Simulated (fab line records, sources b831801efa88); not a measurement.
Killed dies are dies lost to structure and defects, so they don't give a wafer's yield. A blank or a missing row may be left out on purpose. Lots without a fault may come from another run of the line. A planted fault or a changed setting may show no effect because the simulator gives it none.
One fault seen from 2 desks | flow gf180mcu | each desk has only its own numbers; what lay behind them comes last

THE TOOL OWNER'S DESK: wet_bench-03
The tool's own readings at GF_STI_WET_ETCH_26 (etches SiO2 in dHF, target depth 94 nm, time 188 s): means of the sampled wafers that have a number, for each lot that ran on this tool. A lot is out of limits, marked OUT, if its mean lies more than 4 standard deviations from the usual mean; the brackets give that distance.
Columns: A = bath_heat_duty_pct at GF_STI_WET_ETCH_26, usual 6.3 %; B = temp_c at GF_STI_WET_ETCH_26, usual 25.01 C
lot  | first seen here | A              | B
L566 | day 2 05:34     | 6.1            | 25.01
L567 | day 2 12:18     | 5.5            | 25.04
L568 | day 2 15:02     | 5.6            | 24.93
L569 | day 2 19:46     | 6.7            | 24.95
L574 | day 4 02:29     | 13.4 (+11) OUT | 30.05 (+50) OUT
This desk's finding: out of limits on L574; first on L574, day 4 02:29 (bath_heat_duty_pct at GF_STI_WET_ETCH_26). In limits: L566, L567, L568, L569.

THE METROLOGY DESK
What the gauges read, lot by lot, whatever tool the lot ran on: means of the sampled wafers that have a number. A lot is out of limits, marked OUT, if its mean lies more than 4 standard deviations from the usual mean; the brackets give that distance.
Columns: A = STI_OXIDATION_01_THK at GF_STI_THK_MEAS_22, usual 15.0 nm; B = NWELL_TW at GF_NWELL_TW_MEAS_11, usual 1570; C = VT_IMPLANT_3_TW at GF_VT_IMPLANT_TW_MEAS_32, usual 268
lot  | first seen here | A    | B    | C
L566 | day 2 05:04     | 15.3 | 1562 | 273
L567 | day 2 11:49     | 14.7 | 1560 | 267
L568 | day 2 14:32     | 15.0 | 1558 | 267
L569 | day 2 19:17     | 14.7 | 1596 | 266
L574 | day 4 02:01     | 15.3 | 1552 | 265
L581 | day 5 13:11     | 14.7 | 1597 | 269
L582 | day 5 21:17     | 15.4 | 1561 | 273
L583 | day 5 21:19     | 15.1 | 1557 | 266
L585 | day 6 08:29     | 15.0 | 1588 | 267
L586 | day 6 10:35     | 15.2 | 1558 | 267
L587 | day 6 19:58     | 14.6 | 1604 | 266
L588 | day 6 23:44     | 15.2 | 1553 | 268
L589 | day 7 03:26     | 14.9 | 1607 | 265
This desk's finding: nothing out of limits on any of the 13 lots.

PUT TOGETHER
The tool owner's desk could have raised an alarm at day 4 02:29, on L574.
The metrology desk saw nothing out of limits.
The metrology desk has L574 on record, within its limits.
Of the lots named, all ran GF_STI_WET_ETCH_26 on wet_bench-03.

WHAT THE SIMULATOR HAD PUT IN
Process parameter drift: wet_bench-03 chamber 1, from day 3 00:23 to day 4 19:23, at GF_STI_WET_ETCH_26. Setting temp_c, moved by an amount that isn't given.
Lots struck among those shown: L574.
Hours from the fault's start to each desk's first reading out of limits: the tool owner's desk, 26.
